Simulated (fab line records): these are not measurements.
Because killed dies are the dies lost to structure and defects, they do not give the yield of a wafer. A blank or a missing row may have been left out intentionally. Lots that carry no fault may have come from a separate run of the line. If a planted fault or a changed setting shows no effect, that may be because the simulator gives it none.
fab line records	flow gf180mcu
record lots=6	wafers=18	lastDay=34
route steps=602 shown LVPWELL@64 MVSD@66 MVPSD@78 VT_IMPLANT@90
lots untouched by any fault: they come from a run of this same line in which no faults occurred
startH: hours from the record's opening day to when the first of the lot's shown wafers began	waitH: hours from the lot's prior step to this one	" identical to the entry in the row above	L1.1+2: one row covering several wafers at once	- value missing, or start not given	* or withheld: withheld	< > ~ a bound
route shown NAME@n: names a module that has steps shown in the file, with the first one's number in the route	usual: mean/standard deviation taken from wafers without a fault	same: alike in all rows	chamber/n: place in a boat	sites: the reading at each site	_std_site: their standard deviation	_edge_site: outer sites' mean less inner sites'	radiusMm: how far each site lies from the wafer's centre	mask NAME#n: copy n	behind: tool/chamber where the wafer was last shaped	hold: why the lot went on hold/how many hours it stayed there/how the hold came to an end	device: whichever transistor did not switch (one of n, p or np)	end of line: tests of these same wafers at the route's end	step lacking rows: just its recipe	killed: dies lost to structure and defects at the first sort, not the wafer's yield	map: per-die view of a wafer (x killed, . not killed, _ where there is no die)
set.NAME: the setting the step ran with; set.NAME@STEP: the setting that earlier step ran with	model.NAME: the simulator's own value behind a step, which no gauge read
a table for each step, a row for each wafer; lots at some steps of the route
services: when a tool's chamber went out of use (startH, in hours from the record's first day, below 0 if earlier), for how many hours, and the reason
## steps
# step GF_LVPWELL_STRIP_10
# recipe chemistry=O2/N2	powerW=1400	pressureMtorr=1500	platenTempC=250	o2FlowSccm=3000	n2FlowSccm=300	overashFraction=0.5
# usual chamberPressureMTorr=1500/3.4	drypumpMotorCurrentA=5.6/0.39	heaterPowerW=356/30	oesProductAu=0.722/0.0047	stripTimeToEndpointS=36.97/0.11
lot.wafer	tool	chamber	startH	waitH	chamberPressureMTorr	drypumpMotorCurrentA	heaterPowerW	oesProductAu	rfHoursCounterH	stripTimeToEndpointS
L241.3	plasmaAsher-01	1	85.96	0.1	1502	5.4	317	0.716	-	37.05
L241.5	"	0	"	"	1504	5.4	360	0.718	-	36.98
L241.6	"	1	"	"	1499	5.4	308	0.718	-	37.02
L249.1	plasmaAsher-03	0	129.78	0.1	1500	5.1	410	0.718	1	37.16
L249.2	"	1	"	"	1500	5.9	352	0.726	1	37.09
L249.4	"	0	"	"	1501	5.1	402	0.709	-	37.16
L251.1	plasmaAsher-04	1	140.98	0.1	1501	6.1	333	0.712	49	36.94
L251.3	"	1	"	"	1501	6.1	333	0.719	-	36.90
L251.5	"	0	"	"	1502	5.9	341	0.724	-	36.87
L252.1	plasmaAsher-04	0	151.17	0.1	1500	6.0	330	0.719	50	37.01
L252.4	"	1	"	"	1501	6.0	332	0.716	-	36.95
L252.5	"	0	"	"	1500	5.9	339	0.730	-	36.99
L254.4	plasmaAsher-03	0	159.21	0.1	1500	5.1	395	0.719	-	36.96
L254.5	"	0	"	"	1499	5.1	405	0.726	-	37.05
L254.6	"	1	"	"	1500	5.9	360	0.716	-	37.11
L260.1	plasmaAsher-03	0	191.71	0.1	1500	5.1	399	0.723	8	36.85
L260.2	"	1	"	"	1501	5.9	369	0.724	8	37.04
L260.5	"	1	"	"	1501	5.9	369	0.719	-	37.07
# step GF_LVPWELL_TW_MEAS_11
# usual LVPWELL_TW=557/6.6
lot.wafer	tool	chamber	startH	waitH	LVPWELL_TW
L241.3	filmMetro-02	-	86.05	0.1	568
L241.5	"	-	"	"	565
L241.6	"	-	"	"	569
L249.1	filmMetro-04	-	129.88	0.1	551
L249.2	"	-	"	"	550
L249.4	"	-	"	"	551
L251.1	filmMetro-04	-	141.08	0.1	551
L251.3	"	-	"	"	551
L251.5	"	-	"	"	552
L252.1	filmMetro-04	-	151.27	0.1	550
L252.4	"	-	"	"	549
L252.5	"	-	"	"	548
L254.4	filmMetro-04	-	159.30	0.1	551
L254.5	"	-	"	"	551
L254.6	"	-	"	"	549
L260.1	filmMetro-01	-	191.81	0.1	558
L260.2	"	-	"	"	560
L260.5	"	-	"	"	560
# step GF_MVSD_DEHYDRATE_00
# recipe tempC=200	timeS=60
# step GF_MVSD_HMDS_01
# recipe primeTimeS=60	primeTempC=120
# step GF_MVSD_COAT_02
# recipe spinRpm=2000	resistThkNm=3000
# step GF_MVSD_SOFTBAKE_03
# recipe tempC=110	timeS=withheld
# step GF_MVSD_EXPOSE_04
# recipe maskId=MVSD	targetCdNm=1000	na=0.6	sourceShape=conventional	sigmaOuter=0.6	doseMj=260
# step GF_MVSD_PEB_05
# recipe tempC=115	timeS=withheld
# step GF_MVSD_DEVELOP_06
# recipe wallAngleDeg=90	developTimeS=60	devTempC=23
# step GF_MVSD_OVL_MEAS_07
# usual MVSD_OVL=-0.2/1.2
lot.wafer	tool	chamber	startH	waitH	MVSD_OVL[nm]
L241.3	overlay-02	-	99.10	-	-1.1
L241.5	"	-	"	"	-2.0
L241.6	"	-	"	"	-1.0
L249.1	overlay-01	-	144.34	-	-1.2
L249.2	"	-	"	"	0.0
L249.4	"	-	"	"	-0.6
L251.1	overlay-02	-	156.36	-	1.4
L251.3	"	-	"	"	-0.9
L251.5	"	-	"	"	0.2
L252.1	overlay-02	-	167.01	-	0.6
L252.4	"	-	"	"	0.9
L252.5	"	-	"	"	0.9
L254.4	overlay-01	-	175.11	-	-0.5
L254.5	"	-	"	"	0.0
L254.6	"	-	"	"	-1.2
L260.1	overlay-02	-	208.79	-	0.9
L260.2	"	-	"	"	1.0
L260.5	"	-	"	"	0.8
# step GF_MVSD_IMPLANT_08
# recipe species=P	energyKev=400	doseCm2=1.6e+13	tiltDeg=0
# step GF_MVSD_IMPLANT_09
# recipe species=P	energyKev=100	doseCm2=5e+12	tiltDeg=0
# step GF_MVSD_STRIP_10
# recipe chemistry=O2/N2	powerW=1400	pressureMtorr=1500	platenTempC=250	o2FlowSccm=3000	n2FlowSccm=300	overashFraction=0.5
# usual chamberPressureMTorr=1499.9/1.4	drypumpMotorCurrentA=5.7/0.38	heaterPowerW=361/25	oesProductAu=0.722/0.0049	stripTimeToEndpointS=36.92/0.12
lot.wafer	tool	chamber	startH	waitH	chamberPressureMTorr	drypumpMotorCurrentA	heaterPowerW	oesProductAu	rfHoursCounterH	stripTimeToEndpointS	model.coat_of_MVSD_COAT_02.thkNm
L241.3	plasmaAsher-03	0	99.46	0.1	1498.9	5.0	401	0.720	-	36.74	0
L241.5	"	1	"	"	1498.5	6.0	374	0.720	-	36.79	0
L241.6	"	0	"	"	1499.9	5.1	388	0.715	-	36.75	0
L249.1	plasmaAsher-03	1	144.67	0.1	1499.5	6.0	358	0.721	3	36.91	0
L249.2	"	0	"	"	1501.5	5.1	402	0.728	3	36.93	0
L249.4	"	0	"	"	1500.5	5.1	411	0.722	-	36.91	0
L251.1	plasmaAsher-03	0	156.70	0.1	-	-	-	-	-	-	2992
L251.3	"	1	"	"	-	-	-	-	-	-	2982
L251.5	"	0	"	"	-	-	-	-	-	-	2982
L252.1	plasmaAsher-02	1	167.35	0.1	-	-	-	-	-	-	3004
L252.4	"	1	"	"	-	-	-	-	-	-	3015
L252.5	"	0	"	"	-	-	-	-	-	-	3005
L254.4	plasmaAsher-02	0	175.46	0.1	1501.2	6.0	345	0.723	-	36.90	0
L254.5	"	0	"	"	1500.4	6.1	348	0.721	-	37.03	0
L254.6	"	1	"	"	1500.8	5.6	361	0.721	-	36.99	0
L260.1	plasmaAsher-03	0	209.13	0.1	1503.6	5.1	400	0.717	10	36.79	0
L260.2	"	1	"	"	1501.3	5.9	370	0.721	10	36.76	0
L260.5	"	0	"	"	1500.0	5.1	403	0.722	-	36.89	0
# step GF_MVSD_TW_MEAS_11
# usual MVSD_TW=1579/19
lot.wafer	tool	chamber	startH	waitH	MVSD_TW
L241.3	filmMetro-01	-	99.55	0.1	1580
L241.5	"	-	"	"	1594
L241.6	"	-	"	"	1587
L249.1	filmMetro-01	-	144.77	0.1	1581
L249.2	"	-	"	"	1585
L249.4	"	-	"	"	1583
L251.1	filmMetro-01	-	156.80	0.1	1578
L251.3	"	-	"	"	1579
L251.5	"	-	"	"	1585
L252.1	filmMetro-04	-	167.45	0.1	1548
L252.4	"	-	"	"	1550
L252.5	"	-	"	"	1551
L254.4	filmMetro-02	-	175.55	0.1	1595
L254.5	"	-	"	"	1602
L254.6	"	-	"	"	1595
L260.1	filmMetro-04	-	209.23	0.1	1551
L260.2	"	-	"	"	1555
L260.5	"	-	"	"	1551
# step GF_MVPSD_DEHYDRATE_00
# recipe tempC=200	timeS=60
# step GF_MVPSD_HMDS_01
# recipe primeTimeS=60	primeTempC=120
# step GF_MVPSD_COAT_02
# recipe spinRpm=2000	resistThkNm=3000
# step GF_MVPSD_SOFTBAKE_03
# recipe tempC=110	timeS=withheld
# step GF_MVPSD_EXPOSE_04
# recipe maskId=MVPSD	targetCdNm=1000	na=0.6	sourceShape=conventional	sigmaOuter=0.6	doseMj=260
# step GF_MVPSD_PEB_05
# recipe tempC=115	timeS=withheld
# step GF_MVPSD_DEVELOP_06
# recipe wallAngleDeg=90	developTimeS=60	devTempC=23
# step GF_MVPSD_OVL_MEAS_07
# usual MVPSD_OVL=-0.3/1.4
lot.wafer	tool	chamber	startH	waitH	MVPSD_OVL[nm]
L241.3	overlay-01	-	113.47	-	0.5
L241.5	"	-	"	"	-2.2
L241.6	"	-	"	"	0.7
L249.1	overlay-02	-	160.42	-	-0.9
L249.2	"	-	"	"	-0.4
L249.4	"	-	"	"	0.5
L251.1	overlay-01	-	173.02	-	1.7
L251.3	"	-	"	"	0.3
L251.5	"	-	"	"	2.6
L252.1	overlay-02	-	183.51	-	0.6
L252.4	"	-	"	"	1.8
L252.5	"	-	"	"	1.2
L254.4	overlay-01	-	191.28	-	0.4
L254.5	"	-	"	"	0.7
L254.6	"	-	"	"	1.2
L260.1	overlay-01	-	226.54	-	-2.1
L260.2	"	-	"	"	-1.8
L260.5	"	-	"	"	-2.1
# step GF_MVPSD_IMPLANT_08
# recipe species=B	energyKev=170	doseCm2=1.5e+13	tiltDeg=0
# step GF_MVPSD_IMPLANT_09
# recipe species=B	energyKev=40	doseCm2=5e+12	tiltDeg=0
# step GF_MVPSD_STRIP_10
# recipe chemistry=O2/N2	powerW=1400	pressureMtorr=1500	platenTempC=250	o2FlowSccm=3000	n2FlowSccm=300	overashFraction=0.5
# usual chamberPressureMTorr=1499.9/1.3	drypumpMotorCurrentA=5.7/0.3	heaterPowerW=341/18	oesProductAu=0.722/0.0046	stripTimeToEndpointS=36.99/0.091
lot.wafer	tool	chamber	startH	waitH	chamberPressureMTorr	drypumpMotorCurrentA	heaterPowerW	oesProductAu	rfHoursCounterH	stripTimeToEndpointS
L241.3	plasmaAsher-02	1	113.83	0.1	1498.4	5.6	357	0.722	-	37.03
L241.5	"	1	"	"	1501.3	5.6	365	0.729	-	36.90
L241.6	"	0	"	"	1502.1	6.0	337	0.723	-	37.02
L249.1	plasmaAsher-01	0	160.76	0.1	1498.7	5.3	367	0.719	38	37.23
L249.2	"	1	"	"	1499.6	5.4	309	0.721	38	37.23
L249.4	"	1	"	"	1498.5	5.4	310	0.719	-	37.11
L251.1	plasmaAsher-04	0	173.36	0.1	1500.0	5.9	347	0.736	51	81.02
L251.3	"	0	"	"	1498.1	6.0	348	0.736	-	80.90
L251.5	"	1	"	"	1501.8	6.1	325	0.737	-	81.10
L252.1	plasmaAsher-04	1	183.85	0.1	1498.2	6.1	331	0.741	52	81.47
L252.4	"	0	"	"	1497.7	6.0	337	0.739	-	81.48
L252.5	"	0	"	"	1500.6	5.9	335	0.735	-	81.32
L254.4	plasmaAsher-04	1	191.63	0.1	1501.7	6.1	334	0.721	-	37.05
L254.5	"	0	"	"	1503.4	5.9	334	0.720	-	37.02
L254.6	"	1	"	"	1500.0	6.1	335	0.722	-	37.11
L260.1	plasmaAsher-02	0	226.88	0.1	1501.0	6.0	344	0.724	60	37.01
L260.2	"	1	"	"	1498.5	5.6	361	0.717	60	37.00
L260.5	"	0	"	"	1500.7	6.1	336	0.717	-	37.15
# step GF_MVPSD_TW_MEAS_11
# usual MVPSD_TW=550/6.8
lot.wafer	tool	chamber	startH	waitH	MVPSD_TW
L241.3	filmMetro-02	-	113.92	0.1	560
L241.5	"	-	"	"	558
L241.6	"	-	"	"	555
L249.1	filmMetro-04	-	160.86	0.1	542
L249.2	"	-	"	"	545
L249.4	"	-	"	"	543
L251.1	filmMetro-04	-	173.46	0.1	30
L251.3	"	-	"	"	30
L251.5	"	-	"	"	30
L252.1	filmMetro-04	-	183.95	0.1	30
L252.4	"	-	"	"	30
L252.5	"	-	"	"	30
L254.4	filmMetro-04	-	191.73	0.1	545
L254.5	"	-	"	"	547
L254.6	"	-	"	"	545
L260.1	filmMetro-04	-	226.98	0.1	541
L260.2	"	-	"	"	544
L260.5	"	-	"	"	547
# step GF_VT_IMPLANT_DEHYDRATE_00
# recipe tempC=200	timeS=60
## services
tool	chamber	startH	hours	kind
plasmaAsher-03	-	108.75	9.0	pm
plasmaAsher-03	0	108.75	9.0	ventCycle
plasmaAsher-03	1	108.75	9.0	ventCycle
plasmaAsher-03	0	117.75	-	clean
plasmaAsher-03	1	117.75	-	clean
plasmaAsher-02	-	127.02	15.6	pm
plasmaAsher-04	-	153.83	9.7	repair
plasmaAsher-04	-	163.56	2.4	repair
plasmaAsher-04	-	169.42	2.8	pm
## key
firstSign step=GF_MVSD_STRIP_10	reading=toolRecord	direction=missing
effect step=GF_MVPSD_STRIP_10	reading=stripTimeToEndpointS	direction=up	sigmas=99+	usual=*	struck=*
effect step=GF_MVPSD_TW_MEAS_11	reading=MVPSD_TW	direction=down	sigmas=77	usual=550	struck=30
modelEffect step=GF_MVSD_STRIP_10	value=coat_of_MVSD_COAT_02.thkNm	without=0	struck=2997
metAt GF_MVSD_STRIP_10
struckWafers L251.1,L251.3,L251.5,L252.1,L252.4,L252.5
sortLeftOut L251.1,L251.3,L251.5,L252.1,L252.4,L252.5
testerLeftOut L251,L252
onsetBetween 144.67 156.70
fault kind=skippedStepWhole	tool=plasmaAsher-02,plasmaAsher-03	chamber=-	onsetH=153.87	steps=GF_MVSD_STRIP_10	scope=struckLotsOnly
# testerLeftOut: of these lots the tester's yield and bins aren't shown, on N5 and GAA mostly nor the transistor test; their killed dies are dies lost to structure and defects alone, not to doping, threshold or leakage, so they don't give the yield
# sortLeftOut: the simulated sort isn't trusted on such a fault, so these wafers' sort isn't shown, and their yield isn't known
